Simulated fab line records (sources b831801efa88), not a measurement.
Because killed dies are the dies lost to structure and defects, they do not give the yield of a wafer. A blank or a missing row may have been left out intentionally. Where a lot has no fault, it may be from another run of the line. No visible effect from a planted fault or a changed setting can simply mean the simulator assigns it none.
Chamber matching -- flow gf180mcu -- 4 sister chambers for GF_V1_CMP_26 on cmp-02
The step polishes, stops on SiO2, t overpolish 15 s, target thk 0 nm. 8 wafers are shown with their chamber, then 7 later ones without.

WAFERS WITH THEIR CHAMBER
wafer,chamber,motor-current-A (A),time-to-endpoint-s (s)
L843.1,3,10.5,86
L843.5,1,9.0,82
L844.1,1,8.8,83
L847.2,0,10.3,85
L847.5,2,13.1,91
L848.2,0,10.0,85
L848.4,3,10.7,84
L848.5,2,12.7,93

WAFERS WITH NO CHAMBER GIVEN
wafer,motor-current-A (A),time-to-endpoint-s (s)
L849.1,13.0,87
L849.2,8.0,83
L849.4,11.2,82
L851.1,10.8,79
L851.3,8.3,77
L851.6,10.4,78
L859.3,8.5,82

CHAMBER TAKEN BY EACH
wafer,from the rows above,in truth
L849.1,2,2
L849.2,1,1
L849.4,can't be placed: 3 or 0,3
L851.1,can't be placed: 3 or 0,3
L851.3,1,1
L851.6,can't be placed: 3 or 0 or 1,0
L859.3,1,1
4 of 7 placed correctly. Unplaceable from these rows: 3, with the true chamber sitting among the candidates in 3. Number placed wrongly: 0.
How it was worked out, from the rows above alone: a wafer's distance from a chamber is the root of the sum, over the readings, of the square of ((its reading less the chamber's mean) divided by the reading's scatter). The wafer belongs to the nearest chamber; if the next one is less than 2 further off, it can't be placed. A chamber's mean is the mean of its shown wafers. How the scatter is found: for the shown wafers, subtract from each reading the mean of its chamber, square and add these, divide the total by (wafers less chambers), then take the root.
